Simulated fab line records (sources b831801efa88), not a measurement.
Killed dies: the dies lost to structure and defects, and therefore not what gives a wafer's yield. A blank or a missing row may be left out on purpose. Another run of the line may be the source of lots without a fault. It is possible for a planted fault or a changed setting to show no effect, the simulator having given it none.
Comparing a struck lot with a sound one / flow gf180mcu / 16 out of 602 route steps
Sound: these wafers, L242.1, L242.2, L242.6. Struck: wafers L248.1, L248.2. (L248.6 of the same lot was not struck and is left out.) The cause comes at the end.
Per side, at each step with rows, come the tool, then ch with its chambers, and then its first start. Under that, the readings that differ: sound wafers / struck wafers / difference of the means / sigmas: that difference in standard deviations of wafers without a fault.
alike: readings whose means differ by less than 2 such deviations, and words and numbers that are the same on both sides. not compared: withheld readings, readings that some wafer has no value for, bounds like >300 that may hide the same value, and numbers for which the record gives no deviation and whose values overlap.
Wherever a step has rows on one side only, a row that says differs or no value, or a row with sigmas, the two part there. When numbers do not overlap yet have no deviation, they are printed without sigmas and do not part them. A reading that every wafer of one side lacks parts them only if that side has two wafers or more.

GF_POLY_GATE_ETCH_13: etches poly-Si in HBr/Cl2, stops on SiO2, target depth 198.5 nm, time 69.6 s.
  sound on rie-si-02 ch 0,1, day 9 10:56; struck on rie-si-02 ch 0,3, day 11 05:22
reading=chamber-pressure-mTorr (mTorr); sound=10.016 9.993 10.019; struck=9.985 9.991; difference=-0.021; sigmas=-2
  alike: drypump-motor-current-A, oes-product-au, throttle-valve-pct
  not compared: rf-hours-counter-h
GF_POLY_GATE_STRIP_14: strips in O2/N2.
  sound on plasma-asher-03 ch 0,1, day 9 10:59; struck on plasma-asher-04 ch 0,1, day 11 05:26
  alike: chamber-pressure-mTorr, drypump-motor-current-A, heater-power-w, n2-flow-sccm, oes-product-au
  not compared: rf-hours-counter-h
then, 2 steps without rows for these wafers: GF_POLY_GATE_CLEAN_15 (cleans in SC1/SC2, time 150 s); GF_POLY_GATE_OXIDATION_16 (stabilise 600 s, purge 300 s, target thk 4 nm).
GF_POLY_GATE_THK_MEAS_17:
  struck on film-metro-04, day 11 07:46; sound on film-metro-01, day 9 12:23
reading=POLY_GATE_OXIDATION_THK (nm); sound=3.97 4.03 3.96; struck=4.17 4.09; difference=+0.14; sigmas=+2
GF_POLY_GATE_CD_MEAS_18:
  struck on cd-sem-02, day 11 07:49; sound on cd-sem-02, day 9 12:27
reading=cd-nm (nm); sound=276.6 279.2 278.0; struck=280.4 281.7; difference=+3.1; sigmas=+2
then, 6 steps without rows for these wafers: GF_HV_LDD_DEHYDRATE_00 (time 60 s); GF_HV_LDD_HMDS_01 (prime time 60 s); GF_HV_LDD_COAT_02 (resist thk 1000 nm); GF_HV_LDD_SOFTBAKE_03 (time 60 s); GF_HV_LDD_EXPOSE_04 (exposes mask Nplus LV AREA, target cd 400 nm); GF_HV_LDD_PEB_05.
GF_HV_LDD_DEVELOP_06: develop time 60 s.
  sound on litho-track-01 ch 0, day 10 05:31; struck on litho-track-04 ch 0, day 12 02:19
GF_HV_LDD_CD_MEAS_07: the cd target is 400 nm.
  struck on cd-sem-02, day 12 02:28; sound on cd-sem-01, day 10 05:40
reading=cd-nm (nm); sound=401.8 402.3 403.1; struck=302.3 302.8; difference=-99.9; sigmas=-48
GF_HV_LDD_OVL_MEAS_08:
  struck on overlay-01, day 12 02:35; sound on overlay-02, day 10 05:47
  alike: HV_LDD_OVL
-- a jump in the record: the struck wafers' starts before and after are 19 days apart (it breaks off in module HV_LDD and resumes in module PASSIVATION, where the first step shown is number 602 of the route) --
GF_PASSIVATION_PROBE_99:
  record: rows for the struck wafers here (prober-02, day 30 22:25), none for the sound ones

== WHERE THEY PART ==
Last at GF_PASSIVATION_PROBE_99 as far as this record goes, first at GF_POLY_GATE_ETCH_13.

WHY: what had been put in by the simulator
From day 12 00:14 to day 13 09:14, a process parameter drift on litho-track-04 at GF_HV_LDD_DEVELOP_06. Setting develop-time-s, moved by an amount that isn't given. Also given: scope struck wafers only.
